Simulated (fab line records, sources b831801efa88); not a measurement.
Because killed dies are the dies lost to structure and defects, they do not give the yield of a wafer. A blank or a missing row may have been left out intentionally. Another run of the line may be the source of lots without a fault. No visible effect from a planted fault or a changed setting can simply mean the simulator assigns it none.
Chamber matching -- flow sky130 -- 4 sister chambers for SKY_FIELD_ISO_ETCH_17 on rieSi-01
The step etches Si in HBr/Cl2/O2, target depth 342 nm, time 97.7 s. 4 wafers are shown with their chamber, then 7 later ones without.

== WAFERS WITH THEIR CHAMBER ==
wafer,chamber,drypumpMotorCurrentA (A)
L816.1,2,5.3
L826.1,1,6.4
L832.1,3,5.8
L832.5,0,5.2

== WAFERS WHOSE CHAMBER IS MISSING ==
wafer,drypumpMotorCurrentA (A)
L832.6,5.8
L834.1,5.1
L834.5,5.2
L834.6,6.4
L835.2,5.2
L835.5,5.3
L835.6,6.4

== WHICH CHAMBER EACH ONE RAN IN ==
wafer,from the rows above,in truth
L832.6,3,3
L834.1,0,0
L834.5,0,0
L834.6,1,1
L835.2,0,0
L835.5,2,2
L835.6,1,1
Placed correctly: 7 of 7. From these rows, 0 cannot be placed. Number placed wrongly: 0.
How it was worked out, from the rows above alone: a wafer's distance from a chamber is the root of the sum, over the readings, of the square of ((its reading less the chamber's mean) divided by the reading's scatter). If the next closest chamber is less than 2 further off than the closest, the wafer can't be placed; otherwise it belongs to the closest. The mean given for a chamber averages the wafers shown for that chamber. The scatter (one wafer shown for each chamber): square how far every hidden wafer sits from the nearest shown wafer, average those squares and take the square root.
